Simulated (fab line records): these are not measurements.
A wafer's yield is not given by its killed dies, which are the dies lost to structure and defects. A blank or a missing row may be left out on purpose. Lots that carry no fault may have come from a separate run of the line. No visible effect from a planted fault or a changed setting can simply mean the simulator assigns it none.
Which tool is to blame? ; flow sky130 ; Sampling: 6 lots, 18 wafers, 2 of 708 route steps

## WHAT EACH GAUGE READ, for each wafer
SKY_LI_CONTACT_BOW_MEAS_03.
lot;measured;on;LI_CONTACT_BOW (um)
L904;day 28 04:20;filmMetro-04;51 53 45
L909;day 29 20:52;filmMetro-01;27 28 26
L913;day 31 10:05;filmMetro-02;61 49 61
L916;day 33 13:16;filmMetro-01;64 52 52
L920;day 34 04:40;filmMetro-02;52 67 56
L922;day 34 13:55;filmMetro-02;47 50 53

## WHICH TOOL RAN EACH LOT (tool, then ch and the chambers of the sampled wafers, then the start)
lot;SKY_LI_CONTACT_HDPCVD_00
L904;hdpcvd-02 ch 0,1, day 28 03:52
L909;hdpcvd-01 ch 0,1, day 29 20:25
L913;hdpcvd-01 ch 0,1,2, day 31 09:37
L916;hdpcvd-02 ch 0,2, day 33 12:45
L920;hdpcvd-02 ch 0,1, day 34 04:13
L922;hdpcvd-02 ch 0,1,2, day 34 13:28
- SKY_LI_CONTACT_HDPCVD_00: deposits PSG, target thk 930 nm, time 155 s.

## THE ANSWER, worked out from the rows above alone
Rule: what is usual is taken from the lots themselves. Put in order of their means at a reading, lots are off if they are a third of the lots or fewer, leave a main group of 4 or more, and stand apart from it by a gap of 3 or more times the standard deviation of the main group's means; of several such gaps the widest counts. Not used: any main group whose means are identical at the precision the tables above print for the reading. Also off: a lot with no number at a reading for which 4 or more lots have one. All remaining lots with rows at the step are treated as sound.
Off: L909, seen at SKY_LI_CONTACT_BOW_MEAS_03 (LI_CONTACT_BOW). For the main group the mean is 54 um and the standard deviation 3.6.
A tool fits if, at a process step before that reading, it ran every lot that is off, and no sound lot after the first of them. The gauges at SKY_LI_CONTACT_BOW_MEAS_03 are tried like those tools. No candidate that was tried fits.

## WHAT THE SIMULATOR PUT IN
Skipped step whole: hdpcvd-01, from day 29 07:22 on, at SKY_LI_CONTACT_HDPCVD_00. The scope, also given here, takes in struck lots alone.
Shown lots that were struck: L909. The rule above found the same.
